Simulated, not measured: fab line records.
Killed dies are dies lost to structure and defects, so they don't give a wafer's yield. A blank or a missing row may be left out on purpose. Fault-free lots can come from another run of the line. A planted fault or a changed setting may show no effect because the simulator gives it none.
Which tool did it? :: flow gf180mcu :: route of 602 steps, sampled at 1 step: 24 lots, 72 wafers

## WHAT EACH GAUGE READ, for each wafer
GF_V1_RS_MEAS_24: a four-point-probe measurement. Usual: V1_W_RS gives 0.325 ohm/sq (standard deviation 0.0045).
lot: L074
measured: day 18 04:08
on: film metro-01
V1_W_RS (ohm/sq): 0.315 0.318 0.328
flag: 

lot: L075
measured: day 18 16:40
on: film metro-01
V1_W_RS (ohm/sq): 0.331 0.322 0.319
flag: 

lot: L076
measured: day 19 03:13
on: film metro-01
V1_W_RS (ohm/sq): 0.322 0.319 0.326
flag: 

lot: L077
measured: day 19 07:54
on: film metro-03
V1_W_RS (ohm/sq): 0.324 0.326 0.326
flag: 

lot: L078
measured: day 19 14:35
on: film metro-01
V1_W_RS (ohm/sq): 0.320 0.332 0.316
flag: 

lot: L079
measured: day 20 00:50
on: film metro-04
V1_W_RS (ohm/sq): 0.328 0.330 0.327
flag: 

lot: L080
measured: day 20 11:55
on: film metro-03
V1_W_RS (ohm/sq): 0.322 0.329 0.321
flag: 

lot: L081
measured: day 20 15:55
on: film metro-01
V1_W_RS (ohm/sq): 0.326 0.328 0.326
flag: 

lot: L082
measured: day 21 06:23
on: film metro-01
V1_W_RS (ohm/sq): 0.328 0.323 0.327
flag: 

lot: L083
measured: day 21 13:24
on: film metro-04
V1_W_RS (ohm/sq): 0.319 0.316 0.321
flag: 

lot: L084
measured: day 22 00:55
on: film metro-03
V1_W_RS (ohm/sq): 0.321 0.331 0.334
flag: 

lot: L085
measured: day 22 07:20
on: film metro-03
V1_W_RS (ohm/sq): 0.320 0.321 0.327
flag: 

lot: L086
measured: day 22 22:35
on: film metro-04
V1_W_RS (ohm/sq): 0.327 0.321 0.327
flag: 

lot: L087
measured: day 23 01:51
on: film metro-03
V1_W_RS (ohm/sq): 0.326 0.325 0.324
flag: 

lot: L088
measured: day 23 09:04
on: film metro-04
V1_W_RS (ohm/sq): 0.323 0.321 0.328
flag: 

lot: L089
measured: day 23 18:20
on: film metro-01
V1_W_RS (ohm/sq): 0.329 0.322 0.324
flag: 

lot: L090
measured: day 24 00:50
on: film metro-01
V1_W_RS (ohm/sq): 0.319 0.324 0.325
flag: 

lot: L091
measured: day 24 09:41
on: film metro-03
V1_W_RS (ohm/sq): 0.321 0.323 0.320
flag: 

lot: L092
measured: day 24 16:26
on: film metro-03
V1_W_RS (ohm/sq): 0.326 0.322 0.324
flag: 

lot: L093
measured: day 25 02:36
on: film metro-03
V1_W_RS (ohm/sq): 0.319 0.329 0.330
flag: 

lot: L094
measured: day 25 10:06
on: film metro-04
V1_W_RS (ohm/sq): 0.322 0.331 0.326
flag: 

lot: L095
measured: day 25 17:46
on: film metro-03
V1_W_RS (ohm/sq): 0.324 0.334 0.328
flag: 

lot: L096
measured: day 25 20:20
on: film metro-01
V1_W_RS (ohm/sq): 0.328 0.324 0.331
flag: 

lot: L097
measured: day 26 04:20
on: film metro-01
V1_W_RS (ohm/sq): 0.323 0.325 0.317
flag: 

## WHAT TOOL EACH LOT RAN ON (gives the tool, then ch and the chambers of the sampled wafers, and finally the start)
Record: no process step prior to these readings.

## WHAT THE TOOLS THEMSELVES READ (means of the sampled wafers that have a number; where no wafer has one, the mark that the record gives instead)
The record holds no such reading with a usual standard deviation.

## THE ANSWER, worked out from the rows above alone
Rule: a lot is off if the mean of its wafers that have a number lies more than 3 standard deviations from the usual mean. A lot without any number at a reading at which 4 lots or more have one is off too. Any other lot the step has rows for is counted as sound. The gauges are gone through in route order, then the tools' own readings, and for those a lot's mean is taken as printed above. The first step at which some lot is off is used, and at that step the reading that is off furthest; a lot without a number counts as furthest.
None of the lots is off at any reading shown; this tells nothing.

## WHAT THE SIMULATOR PUT IN
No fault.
